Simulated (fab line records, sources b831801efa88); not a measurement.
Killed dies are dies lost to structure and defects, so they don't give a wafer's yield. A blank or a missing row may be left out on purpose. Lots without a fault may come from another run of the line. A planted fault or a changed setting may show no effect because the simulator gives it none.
Which tool did it? | flow gf180mcu | 13 lots, 39 wafers sampled, at 4 steps of a route of 602

WHAT THE GAUGES READ, wafer by wafer
GF_V5_RS_MEAS_24: measures by four-point-probe.
lot  | measured     | on            | V5_W_RS (ohm/sq)
L577 | day 27 20:34 | film_metro-01 | 0.328 0.328 0.328
L579 | day 28 16:48 | film_metro-01 | 0.329 0.326 0.327
L580 | day 28 23:07 | film_metro-02 | 0.324 0.324 0.325
L582 | day 29 10:02 | film_metro-02 | 0.327 0.324 0.327
L583 | day 30 01:17 | film_metro-01 | 0.331 0.339 0.324
L589 | day 31 21:07 | film_metro-04 | 0.334 0.325 0.333
L591 | day 32 07:52 | film_metro-02 | 0.336 0.328 0.340
L593 | day 32 19:59 | film_metro-02 | 0.317 0.316 0.324
L592 | day 32 21:01 | film_metro-04 | 0.336 0.335 0.327
L595 | day 33 03:09 | film_metro-02 | 0.326 0.327 0.326
L596 | day 33 06:31 | film_metro-04 | 0.320 0.324 0.328
L597 | day 33 15:19 | film_metro-04 | 0.331 0.330 0.322
L598 | day 33 18:30 | film_metro-01 | 0.320 0.321 0.322

GF_PASSIVATION_THK_MEAS_03.
lot  | measured     | on            | PASSIVATION_CVD_02_THK (nm)
L577 | day 28 17:54 | film_metro-01 | 721 725 703
L579 | day 29 13:23 | film_metro-02 | 686 691 713
L580 | day 29 18:46 | film_metro-01 | 692 718 726
L582 | day 30 07:10 | film_metro-01 | 713 731 719
L583 | day 30 21:55 | film_metro-02 | 707 681 715
L589 | day 32 15:20 | film_metro-01 | 700 707 717
L591 | day 33 03:16 | film_metro-03 | 691 689 715
L593 | day 33 14:02 | film_metro-01 | 699 700 703
L592 | day 33 15:35 | film_metro-02 | 691 703 688
L595 | day 33 20:44 | film_metro-03 | 712 690 703
L596 | day 34 00:19 | film_metro-01 | 704 713 705
L597 | day 34 08:47 | film_metro-01 | 671 713 686
L598 | day 34 12:14 | film_metro-03 | 680 703 691

WHICH TOOL RAN EACH LOT (tool, then ch and the chambers of the sampled wafers, then the start)
lot  | GF_V5_CMP_26                  | GF_PASSIVATION_CVD_00
L577 | cmp-01 ch 0,1,3, day 27 20:47 | pecvd-03 ch 0,1,2, day 28 17:29
L579 | cmp-01 ch 0,2,3, day 28 17:02 | pecvd-04 ch 0,1,2, day 29 12:58
L580 | cmp-02 ch 1,2,3, day 28 23:20 | pecvd-01 ch 0,2, day 29 18:20
L582 | cmp-01 ch 0,3, day 29 10:16   | pecvd-01 ch 1,2, day 30 06:44
L583 | cmp-02 ch 0,2,3, day 30 01:31 | pecvd-01 ch 1,2, day 30 21:30
L589 | cmp-02 ch 1,2,3, day 31 21:38 | pecvd-04 ch 0,1, day 32 14:54
L591 | cmp-01 ch 1,2, day 32 09:05   | pecvd-04 ch 0,1,2, day 33 02:50
L593 | cmp-02 ch 2,3, day 32 20:10   | pecvd-01 ch 0,1,2, day 33 13:37
L592 | cmp-01 ch 0,3, day 32 21:13   | pecvd-03 ch 0,2, day 33 15:10
L595 | cmp-01 ch 0,1,2, day 33 03:20 | pecvd-03 ch 0,1,2, day 33 20:19
L596 | cmp-01 ch 1,2,3, day 33 06:40 | pecvd-01 ch 0,2, day 33 23:53
L597 | cmp-02 ch 0,1,2, day 33 15:36 | pecvd-04 ch 1,2, day 34 08:20
L598 | cmp-02 ch 0,1,3, day 33 18:41 | pecvd-01 ch 1,2, day 34 11:46
- GF_V5_CMP_26: polishes, stops on SiO2, t overpolish 14.49 s, target thk 0 nm.
- GF_PASSIVATION_CVD_00: deposits SiO2 from TEOS, target thk 1000 nm, time 111.95 s.

WHAT THE TOOLS THEMSELVES READ (means of the sampled wafers that have a number; where no wafer has one, the mark that the record gives instead)
GF_V5_CMP_26.
lot  | tool   | motor_current_A (A) | overpolish_run_s (s) | time_to_endpoint_s (s)
L577 | cmp-01 | 11.4                | 14.496               | 82
L579 | cmp-01 | 10.8                | 14.499               | 85
L580 | cmp-02 | 11.3                | 14.494               | 83
L582 | cmp-01 | 10.8                | 14.492               | 87
L583 | cmp-02 | 10.9                | 14.487               | 84
L589 | cmp-02 | 11.8                | 14.485               | 83
L591 | cmp-01 | 11.1                | 14.491               | 81
L593 | cmp-02 | 10.6                | 14.493               | 86
L592 | cmp-01 | 11.1                | 14.484               | 83
L595 | cmp-01 | 11.1                | 14.496               | 81
L596 | cmp-01 | 10.9                | 14.490               | 80
L597 | cmp-02 | 12.0                | 14.482               | 78
L598 | cmp-02 | 11.6                | 14.478               | 80

GF_PASSIVATION_CVD_00.
lot  | tool     | heater_power_w (W) | rf_fwd_power_W (W)
L577 | pecvd-03 | 639                | 597.6
L579 | pecvd-04 | 623                | 597.0
L580 | pecvd-01 | 521                | 595.1
L582 | pecvd-01 | 571                | 692.0
L583 | pecvd-01 | 592                | 693.2
L589 | pecvd-04 | 716                | 595.9
L591 | pecvd-04 | 656                | 597.7
L593 | pecvd-01 | 558                | 598.7
L592 | pecvd-03 | 657                | 595.1
L595 | pecvd-03 | 612                | 596.6
L596 | pecvd-01 | 540                | 598.8
L597 | pecvd-04 | 589                | 598.0
L598 | pecvd-01 | 536                | 595.7

THE ANSWER, worked out from the rows above alone
Rule: what is usual is taken from the lots themselves. Put in order of their means at a reading, lots are off if they are a third of the lots or fewer, leave a main group of 4 or more, and stand apart from it by a gap of 3 or more times the standard deviation of the main group's means; of several such gaps the widest counts. A main group whose means are all the same, to the digits that the tables above print for the reading, isn't used. A lot without any number at a reading at which 4 lots or more have one is off too. The other lots that the step has rows for count as sound. The gauges are gone through in route order, then the tools' own readings, and for those a lot's mean is taken as printed above. The first step at which some lot is off is used, and at that step the reading that is off furthest; a lot without a number counts as furthest.
Off: L582, L583, at GF_PASSIVATION_CVD_00 (rf_fwd_power_W). The main group: mean 596.9 W, standard deviation 1.3.
A tool fits if, at that step or a process step before it, it ran every lot that is off, and no sound lot after the first of them. None of those tried fits.

WHAT THE SIMULATOR HAD PUT IN
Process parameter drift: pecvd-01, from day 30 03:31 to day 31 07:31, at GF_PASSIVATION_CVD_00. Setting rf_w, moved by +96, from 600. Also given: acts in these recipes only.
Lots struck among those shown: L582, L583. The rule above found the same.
